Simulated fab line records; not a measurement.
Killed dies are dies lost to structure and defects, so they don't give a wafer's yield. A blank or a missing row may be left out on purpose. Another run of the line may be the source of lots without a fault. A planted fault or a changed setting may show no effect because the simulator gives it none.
Struck lot and sound lot, side by side || flow sky130 || 44 steps out of a route of 708
Sound: the wafers L984.1, L984.4, L984.6. Wafers struck: L999.1, L999.2, L999.5. At the end, the cause is stated.
At each step with rows: each side's tool, then ch and its chambers, then its first start. Under that, the readings that differ: sound wafers || struck wafers || difference of the means || sigmas: that difference in standard deviations of wafers without a fault.
alike: a reading whose means differ by less than 2 such deviations, as well as words and numbers matching on both sides. not compared: withheld readings; readings where some wafer has no value; bounds like >300 that might hide an equal value; numbers whose values overlap and for which the record gives no deviation.
Wherever a step has rows on one side only, a row that says differs or no value, or a row with sigmas, the two part there. When numbers do not overlap yet have no deviation, they are printed without sigmas and do not part them. A reading missing from all wafers of one side parts the sides only when that side holds two or more wafers.

first, 1 step without rows for these wafers: SKY_VIA3_ETCH_15 (etches SiO2 in C4F8/O2/Ar, stops on TiN, target depth 507 nm, time 78 s).
SKY_VIA3_STRIP_16: strips in O2/N2.
  sound on plasma_asher-02 ch 0,1, day 40 16:01; struck on plasma_asher-02 ch 0,1, day 44 14:26
  alike: drypump_motor_current_A, oes_product_au, strip_time_to_endpoint_s
  not compared: rf_hours_counter_h
then, 5 steps without rows for these wafers: SKY_VIA3_STRIP_17 (strips in post etch residue remover, time 1200 s); SKY_VIA3_CLEAN_18 (cleans in IPA, time 180 s); SKY_VIA3_CLEAN_19 (cleans in O3/DIW); SKY_VIA3_SPUTTER_20 (material TiN, target thk 20 nm, time 80 s); SKY_VIA3_CVD_21 (deposits W, target thk 390 nm, time 117.31 s).
SKY_VIA3_RS_MEAS_22: a four-point-probe measurement.
  sound on film_metro-03 at day 40 16:47; struck on film_metro-01 at day 44 15:15
  alike: VIA3_W_RS
SKY_VIA3_THK_MEAS_23: measures by xrf.
  sound on film_metro-03 at day 40 16:55; struck on film_metro-01 at day 44 15:22
  alike: VIA3_W_THK
SKY_VIA3_CMP_24: polishes, stops on SiO2, t overpolish 20 s, target thk 0 nm.
  sound on cmp-01 ch 0,1,3, day 40 17:01; struck on cmp-01 ch 0,2,3, day 44 15:32
  alike: motor_current_A, overpolish_run_s, slurry_filter_dp_kPa, slurry_flow_ml_min, time_to_endpoint_s
then, 1 step without rows for these wafers: SKY_METAL4_SPUTTER_00 (material Ti, target thk 15 nm, time 10 s).
SKY_METAL4_SPUTTER_01: material TiN, target thk 20 nm, time 16.7 s.
  sound on pvd_sputter-04 at day 40 17:18; struck on pvd_sputter-02 at day 44 15:45
  alike: throttle_valve_pct
SKY_METAL4_SPUTTER_02: material AlCu, target thk 735 nm, time 39.1 s.
  sound on pvd_sputter-04 at day 40 17:20; struck on pvd_sputter-02 at day 44 15:46
  alike: throttle_valve_pct
SKY_METAL4_SPUTTER_03: material Ti, target thk 5 nm, time 3.3 s.
  sound on pvd_sputter-04 at day 40 17:22; struck on pvd_sputter-02 at day 44 15:49
  alike: throttle_valve_pct
then, 2 steps without rows for these wafers: SKY_METAL4_SPUTTER_04 (material TiN, target thk 70 nm, time 58.3 s); SKY_CAP2M_CVD_00 (deposits SiO2, target thk 15.5 nm).
SKY_CAP2M_THK_MEAS_01:
  sound on film_metro-02 at day 40 17:28; struck on film_metro-02 at day 44 15:54
  alike: CAP2M_CVD_00_THK
SKY_CAP2M_SPUTTER_02: material TiN, target thk 200 nm, time 166.7 s.
  sound on pvd_sputter-01 at day 40 17:31; struck on pvd_sputter-04 at day 44 15:58
  alike: throttle_valve_pct
SKY_CAP2M_RS_MEAS_03: a four-point-probe measurement.
  sound on film_metro-04 at day 40 17:38; struck on film_metro-01 at day 44 16:04
  alike: CAP2M_TIN_RS
SKY_CAP2M_THK_MEAS_04: measures by xrf.
  sound on film_metro-04 at day 40 17:45; struck on film_metro-01 at day 44 16:11
  alike: CAP2M_TIN_THK
then, 7 steps without rows for these wafers: SKY_CAP2M_DEHYDRATE_05 (time 60 s); SKY_CAP2M_HMDS_06 (prime time 60 s); SKY_CAP2M_COAT_07 (resist thk 1140 nm); SKY_CAP2M_SOFTBAKE_08 (time 60 s); SKY_CAP2M_EXPOSE_09 (exposes mask CAP2M, target cd 1000 nm); SKY_CAP2M_PEB_10; SKY_CAP2M_DEVELOP_11 (develop time 60 s).
SKY_CAP2M_OVL_MEAS_12:
  sound on overlay-01 at day 41 17:14; struck on overlay-01 at day 45 13:38
  alike: CAP2M_OVL
then, 13 steps without rows for these wafers: SKY_CAP2M_METAL_ETCH_13 (etches TiN in Cl2/BCl3, stops on SiO2, target depth 220 nm, time 62.9 s); SKY_CAP2M_STRIP_14 (strips in O2/N2); SKY_CAP2M_STRIP_15 (strips in post etch residue remover, time 1200 s); SKY_CAP2M_CLEAN_16 (cleans in IPA, time 180 s); SKY_CAP2M_CLEAN_17 (cleans in O3/DIW); SKY_METAL4_DEHYDRATE_05 (time 60 s); SKY_METAL4_HMDS_06 (prime time 60 s); SKY_METAL4_COAT_07 (resist thk 60 nm); SKY_METAL4_COAT_08 (resist thk 1140 nm); SKY_METAL4_SOFTBAKE_09 (time 90 s); SKY_METAL4_EXPOSE_10 (exposes mask MM4, target cd 300 nm); SKY_METAL4_PEB_11; SKY_METAL4_DEVELOP_12 (develop time 60 s).
SKY_METAL4_CD_MEAS_13: target cd 300 nm.
  sound on cd_sem-01 at day 42 17:14; struck on cd_sem-02 at day 46 11:02
  alike: cd_nm
SKY_METAL4_METAL_ETCH_18: etches the open film in Cl2/BCl3, stops on SiO2, target depth 845 nm, time 183.1 s.
  sound on rie_metal-04 ch 0,1, day 42 17:32; struck on rie_metal-01 ch 0,1, day 46 11:20
{"reading": "oes_product_au (a.u.)", "sound": "0.865 0.867 0.875", "struck": "0.821 0.832 0.825", "difference": -0.043, "sigmas": -5}
  alike: drypump_motor_current_A, throttle_valve_pct
  not compared: rf_hours_counter_h
-- the record jumps here: 3 days lie between the struck wafers' starts before and after (it left off in module METAL4 and takes up again in module PAD_OPEN, whose first step shown is number 708 of the route) --
SKY_PAD_OPEN_PROBE_99:
  sound on prober-01 at day 46 14:21; struck on prober-01 at day 49 21:46
{"reading": "model.etest.met4.rs_ohm_sq_rim_less_centre", "sound": "-0.0008047 0.0006733 0.0006291", "struck": "0.01424 0.01432 0.01342", "difference": "+0.01383", "sigmas": ""}
  alike: defect_limited_yield, killed_at_M0_to_M3, killed_at_M4_up, killed_at_contacts, killed_at_front_end, killed_at_other, killed_dies, killed_on_rim, killed_open, killed_short, sort_bin_3_pad_short, sort_bin_5_function, sort_bin_6_memory, sort_n_pass, sort_yield_pct

WHERE THEY PART
SKY_METAL4_METAL_ETCH_18 only, going by this record. Later steps at which nothing parts them and some readings are alike: SKY_PAD_OPEN_PROBE_99.

WHY: whatever the simulator had introduced
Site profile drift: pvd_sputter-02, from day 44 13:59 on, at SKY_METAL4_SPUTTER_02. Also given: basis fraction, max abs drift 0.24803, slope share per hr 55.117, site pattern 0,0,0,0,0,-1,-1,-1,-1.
